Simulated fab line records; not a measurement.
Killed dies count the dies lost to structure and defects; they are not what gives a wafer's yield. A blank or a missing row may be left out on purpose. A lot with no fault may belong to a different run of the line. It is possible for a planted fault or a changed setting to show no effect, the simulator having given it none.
What tool caused it? + flow gf180mcu + Sampling: 24 lots, 72 wafers, 4 of 602 route steps

== WHAT THE GAUGES SHOWED, per wafer ==
GF_V2_THK_MEAS_25: measures by xrf.
| lot  | measured     | on           | V2_W_THK (nm) |
|------|--------------|--------------|---------------|
| L074 | day 20 07:49 | filmMetro-02 | 341 343 344   |
| L075 | day 20 15:05 | filmMetro-02 | 350 328 351   |
| L076 | day 21 03:28 | filmMetro-02 | 338 338 339   |
| L077 | day 21 13:31 | filmMetro-01 | 334 337 339   |
| L078 | day 21 22:16 | filmMetro-01 | 335 335 334   |
| L079 | day 22 08:00 | filmMetro-01 | 338 340 338   |
| L080 | day 22 16:53 | filmMetro-04 | 346 342 343   |
| L081 | day 22 21:53 | filmMetro-01 | 334 333 333   |
| L082 | day 23 09:53 | filmMetro-04 | 352 352 353   |
| L083 | day 23 13:08 | filmMetro-01 | 339 340 339   |
| L084 | day 24 02:44 | filmMetro-04 | 344 342 346   |
| L085 | day 24 04:26 | filmMetro-01 | 335 347 349   |
| L086 | day 25 01:40 | filmMetro-01 | 332 344 335   |
| L087 | day 25 03:13 | filmMetro-01 | 335 335 335   |
| L088 | day 25 07:53 | filmMetro-01 | 333 338 337   |
| L089 | day 25 22:36 | filmMetro-04 | 345 337 337   |
| L090 | day 26 01:00 | filmMetro-02 | 349 351 346   |
| L091 | day 26 08:07 | filmMetro-02 | 348 344 341   |
| L092 | day 26 17:50 | filmMetro-04 | 337 351 337   |
| L093 | day 27 04:56 | filmMetro-01 | 329 342 342   |
| L094 | day 27 06:40 | filmMetro-01 | 342 325 343   |
| L096 | day 27 20:17 | filmMetro-02 | 337 346 346   |
| L095 | day 27 23:05 | filmMetro-04 | 343 344 330   |
| L097 | day 27 23:31 | filmMetro-04 | 337 330 326   |

GF_V3_BOW_MEAS_05.
| lot  | measured     | on           | V3_BOW (um) |
|------|--------------|--------------|-------------|
| L074 | day 21 09:57 | filmMetro-03 | 115 111 109 |
| L075 | day 21 17:00 | filmMetro-03 | 117 111 123 |
| L076 | day 22 05:16 | filmMetro-02 | 116 114 112 |
| L077 | day 22 15:29 | filmMetro-03 | 113 112 124 |
| L078 | day 22 23:11 | filmMetro-01 | 118 120 133 |
| L079 | day 23 09:22 | filmMetro-03 | 101 113 109 |
| L080 | day 23 17:40 | filmMetro-03 | 112 124 122 |
| L081 | day 23 22:17 | filmMetro-01 | 109 108 102 |
| L082 | day 24 10:11 | filmMetro-03 | 120 125 115 |
| L083 | day 24 12:49 | filmMetro-02 | 114 104 121 |
| L084 | day 25 02:19 | filmMetro-01 | 115 115 111 |
| L085 | day 25 04:16 | filmMetro-01 | 101 114 117 |
| L086 | day 26 00:43 | filmMetro-01 | 118 121 130 |
| L087 | day 26 01:59 | filmMetro-02 | 130 106 122 |
| L088 | day 26 06:45 | filmMetro-02 | 126 117 123 |
| L089 | day 26 21:46 | filmMetro-01 | 124 132 122 |
| L090 | day 26 23:27 | filmMetro-02 | 123 112 120 |
| L091 | day 27 06:25 | filmMetro-02 | 108 104 104 |
| L092 | day 27 15:55 | filmMetro-01 | 101 117 113 |
| L093 | day 28 02:55 | filmMetro-03 | 108 111 105 |
| L094 | day 28 04:47 | filmMetro-01 | 126 124 120 |
| L096 | day 28 18:21 | filmMetro-01 | 112 112 107 |
| L095 | day 28 19:52 | filmMetro-02 | 111 112 122 |
| L097 | day 28 20:46 | filmMetro-02 | 112 104 115 |

GF_V3_CD_MEAS_14: the cd target is 260 nm.
| lot  | measured     | on       | cdNm (nm)         |
|------|--------------|----------|-------------------|
| L074 | day 22 09:07 | cdSem-01 | 260.4 260.3 259.4 |
| L075 | day 22 15:38 | cdSem-01 | 261.1 261.4 261.3 |
| L076 | day 23 03:53 | cdSem-01 | 262.2 261.7 262.2 |
| L077 | day 23 15:00 | cdSem-01 | 260.0 258.6 258.8 |
| L078 | day 23 22:10 | cdSem-01 | 259.6 258.8 258.9 |
| L079 | day 24 07:32 | cdSem-02 | 261.1 261.9 261.1 |
| L080 | day 24 15:50 | cdSem-01 | 261.7 262.1 260.5 |
| L081 | day 24 19:53 | cdSem-02 | 258.4 258.2 258.6 |
| L082 | day 25 08:35 | cdSem-01 | 259.4 261.1 260.6 |
| L083 | day 25 09:50 | cdSem-01 | 260.0 262.1 261.0 |
| L084 | day 25 23:13 | cdSem-01 | 259.9 260.1 259.8 |
| L085 | day 26 01:34 | cdSem-02 | 261.4 260.7 261.3 |
| L086 | day 26 20:47 | cdSem-01 | 263.1 262.2 262.4 |
| L087 | day 26 22:20 | cdSem-01 | 261.4 260.5 260.1 |
| L088 | day 27 03:07 | cdSem-01 | 259.9 261.3 260.7 |
| L089 | day 27 16:57 | cdSem-02 | 260.5 260.6 261.4 |
| L090 | day 27 19:51 | cdSem-02 | 260.1 262.0 261.7 |
| L091 | day 28 02:26 | cdSem-02 | 258.8 258.4 257.7 |
| L092 | day 28 11:42 | cdSem-02 | 257.8 257.4 259.4 |
| L093 | day 28 21:23 | cdSem-02 | 259.8 259.8 259.6 |
| L094 | day 28 23:43 | cdSem-01 | 259.5 259.4 260.2 |
| L096 | day 29 13:14 | cdSem-01 | 259.3 259.4 260.5 |
| L095 | day 29 14:59 | cdSem-02 | 260.1 259.9 258.7 |
| L097 | day 29 15:59 | cdSem-02 | 261.3 260.9 262.1 |

== WHAT TOOL EACH LOT RAN ON (gives the tool, then ch and the chambers of the sampled wafers, and finally the start) ==
| lot  | GF_V2_STRIP_18                      |
|------|-------------------------------------|
| L074 | plasmaAsher-02 ch 0,1, day 20 06:56 |
| L075 | plasmaAsher-03 ch 0,1, day 20 14:11 |
| L076 | plasmaAsher-04 ch 0,1, day 21 02:26 |
| L077 | plasmaAsher-04 ch 0,1, day 21 12:38 |
| L078 | plasmaAsher-04 ch 0,1, day 21 19:53 |
| L079 | plasmaAsher-02 ch 0,1, day 22 07:08 |
| L080 | plasmaAsher-04 ch 0,1, day 22 16:00 |
| L081 | plasmaAsher-02 ch 0,1, day 22 21:02 |
| L082 | plasmaAsher-04 ch 0,1, day 23 09:02 |
| L083 | plasmaAsher-03 ch 0,1, day 23 12:17 |
| L084 | plasmaAsher-03 ch 0,1, day 24 01:51 |
| L085 | plasmaAsher-02 ch 0,1, day 24 03:34 |
| L086 | plasmaAsher-04 ch 0,1, day 25 00:41 |
| L087 | plasmaAsher-03 ch 0,1, day 25 01:56 |
| L088 | plasmaAsher-04 ch 1, day 25 06:59   |
| L089 | plasmaAsher-04 ch 1, day 25 21:44   |
| L090 | plasmaAsher-02 ch 0,1, day 26 00:08 |
| L091 | plasmaAsher-03 ch 0,1, day 26 07:15 |
| L092 | plasmaAsher-04 ch 0,1, day 26 16:59 |
| L093 | plasmaAsher-03 ch 0, day 27 04:03   |
| L094 | plasmaAsher-04 ch 0,1, day 27 05:47 |
| L096 | plasmaAsher-04 ch 0,1, day 27 19:24 |
| L095 | plasmaAsher-02 ch 0,1, day 27 22:12 |
| L097 | plasmaAsher-04 ch 0,1, day 27 22:39 |
- GF_V2_STRIP_18: strips in O2/N2.

== AS READ BY THE TOOLS THEMSELVES (means over the sampled wafers that have a number; for cases with no such wafer, the mark the record gives instead) ==
GF_V2_STRIP_18.
| lot  | tool           | drypumpMotorCurrentA (A) | heaterPowerW (W) | oesProductAu (a.u.) |
|------|----------------|--------------------------|------------------|---------------------|
| L074 | plasmaAsher-02 | 5.9                      | 322              | 0.594               |
| L075 | plasmaAsher-03 | 6.3                      | 339              | 0.595               |
| L076 | plasmaAsher-04 | 5.3                      | 299              | 0.595               |
| L077 | plasmaAsher-04 | 5.2                      | 292              | 0.590               |
| L078 | plasmaAsher-04 | 5.3                      | 300              | 0.592               |
| L079 | plasmaAsher-02 | 5.9                      | 330              | 0.592               |
| L080 | plasmaAsher-04 | 5.2                      | 291              | 0.594               |
| L081 | plasmaAsher-02 | 6.0                      | 327              | 0.589               |
| L082 | plasmaAsher-04 | 5.2                      | 293              | 0.590               |
| L083 | plasmaAsher-03 | 5.9                      | 326              | 0.597               |
| L084 | plasmaAsher-03 | 6.2                      | 343              | 0.595               |
| L085 | plasmaAsher-02 | 5.9                      | 333              | 0.590               |
| L086 | plasmaAsher-04 | 5.2                      | 292              | 0.597               |
| L087 | plasmaAsher-03 | 6.2                      | 351              | 0.593               |
| L088 | plasmaAsher-04 | 5.1                      | 290              | 0.584               |
| L089 | plasmaAsher-04 | 5.1                      | 292              | 0.596               |
| L090 | plasmaAsher-02 | 6.0                      | 334              | 0.594               |
| L091 | plasmaAsher-03 | 5.9                      | 326              | 0.597               |
| L092 | plasmaAsher-04 | 5.3                      | 299              | 0.595               |
| L093 | plasmaAsher-03 | 5.4                      | 301              | 0.595               |
| L094 | plasmaAsher-04 | 5.2                      | 296              | 0.596               |
| L096 | plasmaAsher-04 | 5.3                      | 298              | 0.589               |
| L095 | plasmaAsher-02 | 5.9                      | 332              | 0.588               |
| L097 | plasmaAsher-04 | 5.2                      | 294              | 0.594               |

== THE ANSWER, worked out from the rows above alone ==
Rule: what is usual is taken from the lots themselves. Put in order of their means at a reading, lots are off if they are a third of the lots or fewer, leave a main group of 4 or more, and stand apart from it by a gap of 3 or more times the standard deviation of the main group's means; of several such gaps the widest counts. A main group whose means are all the same, to the digits that the tables above print for the reading, isn't used. Also off: a lot with no number at a reading for which 4 or more lots have one. The other lots that the step has rows for count as sound. Order of review: gauges by route order, followed by the tools' own readings, for which a lot's mean as printed above is used. At the first step where some lot is off, the reading lying furthest off is the one used; lots without a number count as furthest.
No lot is off at any reading shown: from this, nothing can be told.

== WHAT THE SIMULATOR HAD INSERTED ==
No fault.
